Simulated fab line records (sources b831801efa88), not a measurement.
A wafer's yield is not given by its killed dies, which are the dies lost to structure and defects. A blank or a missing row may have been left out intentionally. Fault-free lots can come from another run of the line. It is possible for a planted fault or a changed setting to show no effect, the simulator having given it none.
fab line records ; flow sky130
record: lots: 6; wafers: 18; last_day: 50
route steps=708 shown VT_ADJUST_LVTN@99 PAD_OPEN@708
lots that met no fault: taken from a fault-free run of the same line
start_h: the number of hours between the record's first day and the start of the first shown wafer of the lot ; wait_h: time in hours since the lot's previous step ; " identical to the entry in the row above ; L1.1+2: one row covering several wafers at once ; - no value, or no start was given ; * or withheld: withheld ; < > ~ a bound
route shown NAME@n: NAME is a module with steps in the file, n the number in the route of the first one ; usual: average and standard deviation across the fault-free wafers ; same: alike in all rows ; chamber/n: place in a boat ; sites: per-site readings ; _std_site: their standard deviation ; _edge_site: mean of outer sites minus mean of inner sites ; radius_mm: for every site, how far away it sits from the centre of the wafer ; mask NAME#n: copy n ; behind: tool/chamber where the wafer was last shaped ; hold: why the lot was held/for how many hours/how that ended ; device: which transistor (n, p or np) failed to switch ; end of line: at the end of the route, the tests of the same wafers ; for a step that has no rows: nothing shown but its recipe ; killed: at the first sort, the dies lost to defects and structure; wafer yield is something else ; map: dies across one wafer; x = killed, . = not, _ = none there
set.NAME: setting as actually run; set.NAME@STEP: the setting as run at that earlier step ; model.NAME: the simulator's own value behind a step, which no gauge read
lots seen at some steps along the route; tables by step, rows by wafer
services: when a tool's chamber went out of use (start_h, in hours from the record's first day, below 0 if earlier), for how many hours, and the reason
== steps ==
step: SKY_VT_ADJUST_LVTN_COAT_02
recipe: spin_rpm: 2000; resist_thk_nm: 3000
step: SKY_VT_ADJUST_LVTN_SOFTBAKE_03
recipe: temp_c: 110; time_s: withheld
step: SKY_VT_ADJUST_LVTN_EXPOSE_04
recipe: mask_id: NWM_COMPLEMENT_LESS_NATIVE; na: 0.6; source_shape: conventional; sigma_outer: 0.6; polarization: unpolarized; target_cd_nm: 840; dose_mj: 194
step: SKY_VT_ADJUST_LVTN_PEB_05
recipe: temp_c: 115; time_s: withheld
step: SKY_VT_ADJUST_LVTN_DEVELOP_06
recipe: wall_angle_deg: 90; developer: TMAH; develop_time_s: 60; dev_temp_c: 23
step: SKY_VT_ADJUST_LVTN_OVL_MEAS_07
usual: VT_ADJUST_LVTN_OVL: 1.0/1.5
lot.wafer;tool;chamber;start_h;wait_h;VT_ADJUST_LVTN_OVL[nm]
L268.3;overlay-02;-;170.43;-;0.0
L268.4;overlay-02;-;170.43;-;0.5
L268.5;overlay-02;-;170.43;-;-1.3
L274.4;overlay-02;-;205.79;-;3.0
L274.5;overlay-02;-;205.79;-;2.0
L274.6;overlay-02;-;205.79;-;1.6
L283.3;overlay-02;-;263.33;-;1.6
L283.4;overlay-02;-;263.33;-;1.5
L283.5;overlay-02;-;263.33;-;1.0
L285.3;overlay-02;-;281.68;-;2.7
L285.4;overlay-02;-;281.68;-;1.7
L285.6;overlay-02;-;281.68;-;2.9
L287.1;overlay-02;-;290.21;-;-2.1
L287.3;overlay-02;-;290.21;-;-0.9
L287.6;overlay-02;-;290.21;-;-1.2
L286.1;overlay-02;-;291.76;-;3.2
L286.2;overlay-02;-;291.76;-;3.2
L286.4;overlay-02;-;291.76;-;0.2
step: SKY_VT_ADJUST_LVTN_IMPLANT_08
recipe: species: B; energy_kev: 30; dose_cm2: 1.57e+12; tilt_deg: withheld
step: SKY_VT_ADJUST_LVTN_STRIP_09
recipe: chemistry: O2/N2; power_w: 1400; pressure_mtorr: 1500; platen_temp_c: withheld; o2_flow_sccm: 3000; n2_flow_sccm: 300; overash_fraction: 0.5
usual: chamber_pressure_mTorr: 1500.0/1.4; drypump_motor_current_A: 5.18/0.21; oes_product_au: 0.722/0.0042; strip_time_to_endpoint_s: 36.85/0.11
lot.wafer;tool;chamber;start_h;wait_h;chamber_pressure_mTorr;drypump_motor_current_A;oes_product_au;rf_hours_counter_h;strip_time_to_endpoint_s
L268.3;plasma_asher-04;1;170.63;0.1;1502.8;5.38;0.722;-;36.95
L268.4;plasma_asher-04;0;170.63;0.1;1501.6;5.12;0.728;-;37.05
L268.5;plasma_asher-04;1;170.63;0.1;1498.5;5.38;0.724;-;37.06
L274.4;plasma_asher-01;0;205.99;0.1;1499.0;5.07;0.720;-;36.76
L274.5;plasma_asher-01;1;205.99;0.1;1499.8;5.03;0.724;-;36.72
L274.6;plasma_asher-01;0;205.99;0.1;1496.8;5.08;0.720;-;36.81
L283.3;plasma_asher-04;0;263.53;0.1;1500.2;5.11;0.721;-;37.01
L283.4;plasma_asher-04;1;263.53;0.1;1497.4;5.34;0.725;-;36.97
L283.5;plasma_asher-04;0;263.53;0.1;1498.9;5.11;0.726;-;36.94
L285.3;plasma_asher-04;1;281.89;0.1;1498.8;5.37;0.715;-;36.82
L285.4;plasma_asher-04;0;281.89;0.1;1500.6;5.13;0.731;-;36.87
L285.6;plasma_asher-04;0;281.89;0.1;1502.5;5.12;0.716;-;36.91
L287.1;plasma_asher-01;0;290.39;0.1;1499.4;5.05;0.732;63;36.87
L287.3;plasma_asher-01;0;290.39;0.1;1498.0;5.03;0.721;-;36.85
L287.6;plasma_asher-01;0;290.39;0.1;1500.4;5.04;0.720;-;36.95
L286.1;plasma_asher-02;0;291.95;0.1;1501.3;4.94;0.728;48;37.02
L286.2;plasma_asher-02;1;291.95;0.1;1501.5;5.68;0.724;48;36.94
L286.4;plasma_asher-02;1;291.95;0.1;1498.3;5.69;0.729;-;36.97
step: SKY_VT_ADJUST_LVTN_TW_MEAS_10
usual: VT_ADJUST_LVTN_TW: 241.4/1.1
lot.wafer;tool;chamber;start_h;wait_h;VT_ADJUST_LVTN_TW
L268.3;film_metro-01;-;170.72;0.1;242.3
L268.4;film_metro-01;-;170.72;0.1;241.1
L268.5;film_metro-01;-;170.72;0.1;241.3
L274.4;film_metro-01;-;206.08;0.1;240.6
L274.5;film_metro-01;-;206.08;0.1;242.3
L274.6;film_metro-01;-;206.08;0.1;240.8
L283.3;film_metro-02;-;263.62;0.1;241.1
L283.4;film_metro-02;-;263.62;0.1;240.6
L283.5;film_metro-02;-;263.62;0.1;238.1
L285.3;film_metro-04;-;281.97;0.1;242.7
L285.4;film_metro-04;-;281.97;0.1;241.3
L285.6;film_metro-04;-;281.97;0.1;242.4
L287.1;film_metro-02;-;290.49;0.1;241.9
L287.3;film_metro-02;-;290.49;0.1;241.0
L287.6;film_metro-02;-;290.49;0.1;240.7
L286.1;film_metro-02;-;292.05;0.1;240.5
L286.2;film_metro-02;-;292.05;0.1;240.4
L286.4;film_metro-02;-;292.05;0.1;240.2
step: SKY_VT_ADJUST_LVTN_DEHYDRATE_11
recipe: temp_c: 200; time_s: 60
step: SKY_VT_ADJUST_LVTN_HMDS_12
recipe: prime_time_s: 60; prime_temp_c: 120
step: SKY_VT_ADJUST_LVTN_COAT_13
recipe: resist: NOVOLAK; spin_rpm: 3000; resist_thk_nm: 1140
step: SKY_VT_ADJUST_LVTN_SOFTBAKE_14
recipe: temp_c: 90; time_s: 60; resist: NOVOLAK
usual: run_length_s: 89.20/0.29
lot.wafer;tool;chamber;start_h;wait_h;run_length_s;model.NOVOLAK_of_VT_ADJUST_LVTN_COAT_13.thk_nm
L268.3;litho_track-04;0;180.41;0.1;112.37;1137
L268.4;litho_track-04;0;180.41;0.1;112.16;1137
L268.5;litho_track-04;0;180.41;0.1;112.55;1138
L274.4;litho_track-04;0;216.38;0.1;112.26;1139
L274.5;litho_track-04;0;216.38;0.1;112.25;1142
L274.6;litho_track-04;0;216.38;0.1;112.18;1138
L283.3;litho_track-04;0;274.66;0.1;88.73;1139
L283.4;litho_track-04;0;274.66;0.1;89.02;1139
L283.5;litho_track-04;0;274.66;0.1;88.96;1141
L285.3;litho_track-02;0;293.66;0.1;89.69;1139
L285.4;litho_track-02;0;293.66;0.1;89.51;1141
L285.6;litho_track-02;0;293.66;0.1;89.39;1139
L287.1;litho_track-02;0;303.11;0.1;89.45;1141
L287.3;litho_track-02;0;303.11;0.1;89.54;1141
L287.6;litho_track-02;0;303.11;0.1;89.41;1143
L286.1;litho_track-03;0;304.77;0.1;89.01;1141
L286.2;litho_track-03;0;304.77;0.1;88.95;1147
L286.4;litho_track-03;0;304.77;0.1;89.09;1143
step: SKY_VT_ADJUST_LVTN_EXPOSE_15
recipe: mask_id: HVN_STD_DERIVED; na: 0.6; source_shape: conventional; sigma_outer: 0.6; polarization: unpolarized; target_cd_nm: 600; dose_mj: 163
step: SKY_VT_ADJUST_LVTN_PEB_16
recipe: temp_c: withheld; time_s: *; resist: NOVOLAK
step: SKY_VT_ADJUST_LVTN_DEVELOP_17
recipe: resist: NOVOLAK; developer: TMAH; develop_time_s: 60; dev_temp_c: 23
lot.wafer;tool;chamber;start_h;wait_h;model.NOVOLAK_of_VT_ADJUST_LVTN_COAT_13.thk_nm
L268.3;litho_track-03;0;190.52;0.1;1137
L268.4;litho_track-03;0;190.52;0.1;1136
L268.5;litho_track-03;0;190.52;0.1;1138
L274.4+6;litho_track-03;0;227.64;0.1;1138
L274.5;litho_track-03;0;227.64;0.1;1142
L283.3;litho_track-02;0;286.21;0.1;1138
L283.4;litho_track-02;0;286.21;0.1;1139
L283.5;litho_track-02;0;286.21;0.1;1141
L285.3+6;litho_track-04;0;306.51;0.1;1139
L285.4;litho_track-04;0;306.51;0.1;1141
L287.1+3;litho_track-04;0;315.61;0.1;1141
L287.6;litho_track-04;0;315.61;0.1;1142
L286.1;litho_track-02;0;317.21;0.1;1140
L286.2;litho_track-02;0;317.21;0.1;1147
L286.4;litho_track-02;0;317.21;0.1;1142
step: SKY_VT_ADJUST_LVTN_OVL_MEAS_18
usual: VT_ADJUST_LVTN_01_OVL: 2.1/1.6
lot.wafer;tool;chamber;start_h;wait_h;VT_ADJUST_LVTN_01_OVL[nm]
L268.3;overlay-02;-;190.63;0.1;1.5
L268.4;overlay-02;-;190.63;0.1;2.2
L268.5;overlay-02;-;190.63;0.1;0.1
L274.4;overlay-01;-;227.74;0.1;4.1
L274.5;overlay-01;-;227.74;0.1;2.1
L274.6;overlay-01;-;227.74;0.1;3.0
L283.3;overlay-02;-;286.33;0.1;3.4
L283.4;overlay-02;-;286.33;0.1;4.0
L283.5;overlay-02;-;286.33;0.1;4.1
L285.3;overlay-01;-;306.65;0.1;0.6
L285.4;overlay-01;-;306.65;0.1;1.3
L285.6;overlay-01;-;306.65;0.1;0.6
L287.1;overlay-02;-;315.76;0.1;2.9
L287.3;overlay-02;-;315.76;0.1;3.7
L287.6;overlay-02;-;315.76;0.1;1.5
L286.1;overlay-02;-;317.36;0.1;3.5
L286.2;overlay-02;-;317.36;0.1;1.5
L286.4;overlay-02;-;317.36;0.1;3.8
step: SKY_PAD_OPEN_PROBE_99
usual: killed_at_M0_to_M3: 44/7.3; killed_at_M4_up: 3.0/1.9; killed_at_contacts: 24/5; killed_at_front_end: 16/4.5; killed_at_other: 0.3/0.46; killed_dies: 87/10; killed_open: 47/8.3; killed_short: 39/6.4
same: gross_dies: 492; killed_at_back_side: 0
lot.wafer;tool;chamber;start_h;wait_h;killed_at_M0_to_M3;killed_at_M4_up;killed_at_contacts;killed_at_front_end;killed_at_other;killed_dies;killed_open;killed_short
L268.3;prober-01;-;1102.83;0.2;56;2;27;20;0;105;66;39
L268.4;prober-01;-;1102.88;0.2;50;4;23;21;0;98;62;36
L268.5;prober-01;-;1102.93;0.2;58;8;24;21;0;111;66;45
L283.4;prober-02;-;1177.93;0.2;35;4;27;13;0;79;43;36
L283.5;prober-02;-;1177.98;0.2;38;3;21;15;0;77;35;42
L285.4;prober-02;-;1189.34;0.2;47;1;20;11;0;79;45;34
L285.6;prober-02;-;1189.44;0.2;37;2;18;14;0;71;34;37
L286.1;prober-01;-;1195.69;0.1;41;4;26;12;0;83;38;45
L286.2;prober-01;-;1195.74;0.1;33;7;30;16;0;86;43;43
L286.4;prober-01;-;1195.84;0.2;39;4;18;19;1;81;46;35
killed by level:class
L268.3 CONTACT:geometric_particle:open=14 VIA1:geometric_particle:open=12 VIA3:geometric_particle:open=10 FIELD_ISO:geometric_particle:open=8 LI_CONTACT:geometric_particle:open=6 VIA1:geometric_particle:short=6 VIA2:geometric_particle:open=5 FIELD_ISO:geometric_particle:short=5
L268.4 VIA1:geometric_particle:open=12 CONTACT:geometric_particle:open=10 VIA3:geometric_particle:open=8 FIELD_ISO:geometric_particle:open=7 LI_CONTACT:geometric_particle:open=7 VIA3:geometric_particle:short=6 VIA1:geometric_particle:short=5 VIA2:geometric_particle:open=5
L268.5 VIA3:geometric_particle:open=12 CONTACT:geometric_particle:open=12 VIA1:geometric_particle:open=11 VIA1:geometric_particle:short=8 POLY_GATE:geometric_particle:open=7 VIA2:geometric_particle:open=7 VIA3:geometric_particle:short=6 LI_CONTACT:geometric_particle:open=5
L283.4 CONTACT:geometric_particle:open=11 VIA1:geometric_particle:open=7 POLY_GATE:geometric_particle:short=6 LI_CONTACT:geometric_particle:open=6 VIA2:geometric_particle:open=6 CONTACT:geometric_particle:short=5 POLY_GATE:geometric_particle:open=4 METAL2:geometric_particle:short=4
L283.5 VIA1:geometric_particle:open=8 VIA1:geometric_particle:short=7 CONTACT:geometric_particle:open=6 LI_CONTACT:geometric_particle:short=5 VIA2:geometric_particle:open=5 FIELD_ISO:geometric_particle:open=4 LI_CONTACT:geometric_particle:open=4 CONTACT:geometric_particle:short=4
L285.4 VIA1:geometric_particle:open=9 VIA3:geometric_particle:open=8 CONTACT:geometric_particle:short=7 CONTACT:geometric_particle:open=7 VIA2:geometric_particle:open=7 METAL2:geometric_particle:short=7 VIA1:geometric_particle:short=4 POLY_GATE:geometric_particle:open=3
L285.6 METAL1:geometric_particle:short=8 CONTACT:geometric_particle:open=6 VIA2:geometric_particle:open=6 FIELD_ISO:geometric_particle:open=5 LI_CONTACT:geometric_particle:open=5 METAL2:geometric_particle:short=5 VIA2:geometric_particle:short=5 LOCAL_INTERCONNECT:geometric_particle:short=4
L286.1 CONTACT:geometric_particle:open=11 METAL1:geometric_particle:short=7 VIA2:geometric_particle:open=6 VIA1:geometric_particle:open=6 CONTACT:geometric_particle:short=6 FIELD_ISO:geometric_particle:short=5 VIA3:geometric_particle:short=5 VIA3:geometric_particle:open=5
L286.2 CONTACT:geometric_particle:open=9 VIA1:geometric_particle:open=8 CONTACT:geometric_particle:short=8 LI_CONTACT:geometric_particle:open=7 VIA3:geometric_particle:open=7 POLY_GATE:geometric_particle:short=6 METAL4:geometric_particle:short=6 LI_CONTACT:geometric_particle:short=5
L286.4 VIA1:geometric_particle:open=10 CONTACT:geometric_particle:open=9 METAL1:geometric_particle:short=8 FIELD_ISO:geometric_particle:open=7 POLY_GATE:geometric_particle:open=4 METAL2:geometric_particle:short=4 VIA1:geometric_particle:short=4 VIA2:geometric_particle:open=4
== services ==
tool;chamber;start_h;hours;kind
plasma_asher-04;-;190.68;2.8;pm
plasma_asher-02;-;203.49;2.8;pm
plasma_asher-04;-;219.36;8.6;pm
plasma_asher-02;-;245.44;9.3;repair
plasma_asher-02;-;303.36;2.0;repair
== key ==
first_sign: step: SKY_VT_ADJUST_LVTN_SOFTBAKE_14; reading: run_length_s; direction: up; sigmas: 80; usual: *; struck: *
effect none on later readings
model_effect: step: SKY_VT_ADJUST_LVTN_SOFTBAKE_14; value: NOVOLAK_of_VT_ADJUST_LVTN_COAT_13.thk_nm; without: 1145; struck: 1139
model_effect: step: SKY_VT_ADJUST_LVTN_DEVELOP_17; value: NOVOLAK_of_VT_ADJUST_LVTN_COAT_13.thk_nm; without: 1145; struck: 1138
met_at SKY_VT_ADJUST_LVTN_SOFTBAKE_14
struck_wafers L268.3,L268.4,L268.5,L274.4,L274.5,L274.6
tester_left_out L268,L274
fault: kind: process_parameter_drift; tool: litho_track-04; chamber: -; onset_h: 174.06; steps: SKY_VT_ADJUST_LVTN_SOFTBAKE_14; channel: time_s; offset: *; shape: step; end_h: 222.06; acts_in: *; stated: *
tester_left_out: of these lots the tester's yield and bins aren't shown, on N5 and GAA mostly nor the transistor test; their killed dies are dies lost to structure and defects alone, not to doping, threshold or leakage, so they don't give the yield
